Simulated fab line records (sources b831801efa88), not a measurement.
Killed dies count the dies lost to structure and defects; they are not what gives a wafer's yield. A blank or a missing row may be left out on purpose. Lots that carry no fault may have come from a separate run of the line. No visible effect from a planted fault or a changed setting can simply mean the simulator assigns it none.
The tool behind it: which one? ; flow gf180mcu ; 24 lots with 72 wafers sampled at 2 steps, on a route of 602 steps

WHAT THE GAUGES READ, wafer by wafer
GF_HV_LDD_THK_MEAS_55.
lot;measured;on;HV_LDD_CVD_54_THK (nm)
L074;day 12 06:10;filmMetro-04;10.05 9.99 10.02
L075;day 12 13:23;filmMetro-04;10.11 10.25 10.12
L076;day 12 17:43;filmMetro-04;9.87 9.82 9.88
L077;day 12 23:35;filmMetro-02;10.27 10.10 10.02
L078;day 13 08:55;filmMetro-02;9.89 9.98 9.98
L079;day 13 15:32;filmMetro-02;10.03 10.14 9.95
L080;day 13 22:06;filmMetro-04;9.89 9.86 9.70
L081;day 14 08:43;filmMetro-04;9.92 9.83 10.00
L082;day 14 18:31;filmMetro-02;9.88 9.79 9.93
L084;day 15 08:35;filmMetro-01;9.88 9.97 9.99
L083;day 15 08:36;filmMetro-02;10.19 10.18 10.17
L085;day 15 14:53;filmMetro-04;9.84 9.71 9.69
L086;day 15 21:33;filmMetro-04;10.17 10.09 10.18
L087;day 16 16:44;filmMetro-01;9.83 9.90 9.82
L088;day 16 16:52;filmMetro-04;10.04 10.03 9.98
L089;day 17 13:15;filmMetro-02;10.14 10.05 10.13
L090;day 17 14:17;filmMetro-01;9.86 9.83 9.81
L091;day 17 23:56;filmMetro-01;9.92 10.01 9.98
L093;day 18 10:17;filmMetro-04;9.89 9.97 10.01
L092;day 18 11:19;filmMetro-02;9.86 9.93 9.96
L094;day 18 18:05;filmMetro-01;9.95 10.07 9.94
L095;day 19 07:45;filmMetro-04;9.85 9.75 9.85
L096;day 19 08:02;filmMetro-04;9.86 9.75 9.75
L097;day 19 23:13;filmMetro-04;9.87 9.93 9.97

GF_HV_LDD_THK_MEAS_57.
lot;measured;on;HV_LDD_CVD_56_THK (nm)
L074;day 12 08:22;filmMetro-02;91.7 91.9 91.1
L075;day 12 19:09;filmMetro-02;89.6 90.1 91.0
L076;day 12 20:34;filmMetro-02;89.6 90.0 89.2
L077;day 13 02:22;filmMetro-04;89.6 89.6 89.1
L078;day 13 12:20;filmMetro-04;89.8 89.6 88.4
L079;day 13 17:01;filmMetro-04;88.5 88.3 88.6
L080;day 13 23:35;filmMetro-02;90.3 90.8 90.2
L081;day 14 11:29;filmMetro-02;89.2 89.8 89.2
L082;day 14 21:17;filmMetro-04;89.5 90.2 89.1
L084;day 15 10:05;filmMetro-01;90.6 90.8 89.6
L083;day 15 10:05;filmMetro-04;89.1 89.6 89.1
L085;day 15 16:23;filmMetro-04;89.7 89.3 90.2
L086;day 15 23:02;filmMetro-01;88.7 90.1 89.3
L087;day 16 18:14;filmMetro-04;90.4 90.6 89.9
L088;day 16 18:23;filmMetro-04;89.7 89.0 89.8
L089;day 17 15:08;filmMetro-01;91.2 91.2 91.3
L090;day 17 16:34;filmMetro-01;91.6 90.7 90.7
L091;day 18 01:26;filmMetro-01;90.1 90.6 90.7
L093;day 18 12:44;filmMetro-01;89.5 89.5 89.3
L092;day 18 13:37;filmMetro-04;89.3 89.5 89.6
L094;day 18 19:34;filmMetro-02;89.3 89.5 88.6
L095;day 19 09:17;filmMetro-04;89.4 89.1 89.6
L096;day 19 09:32;filmMetro-01;90.6 90.9 89.9
L097;day 20 00:42;filmMetro-01;89.4 89.4 89.8

TOOL THAT RAN EACH LOT (tool first, then ch and the chambers of the sampled wafers, then the start)
Record: no process step prior to these readings.

WHAT THE TOOLS THEMSELVES READ (means of the sampled wafers that have a number; where no wafer has one, the mark that the record gives instead)
The record holds no such reading with a usual standard deviation.

THE ANSWER, worked out from the rows above alone
Rule: what is usual is taken from the lots themselves. Put in order of their means at a reading, lots are off if they are a third of the lots or fewer, leave a main group of 4 or more, and stand apart from it by a gap of 3 or more times the standard deviation of the main group's means; of several such gaps the widest counts. If all means in a main group match to the digits the tables above print for the reading, that group is not used. Also off: a lot with no number at a reading for which 4 or more lots have one. All remaining lots with rows at the step are treated as sound. First the gauges in route order, then the tools' own readings, where a lot's mean is used as printed above. The first step at which some lot is off is used, and at that step the reading that is off furthest; a lot without a number counts as furthest.
None of the lots is off at any reading shown; this tells nothing.

WHAT THE SIMULATOR HAD INSERTED
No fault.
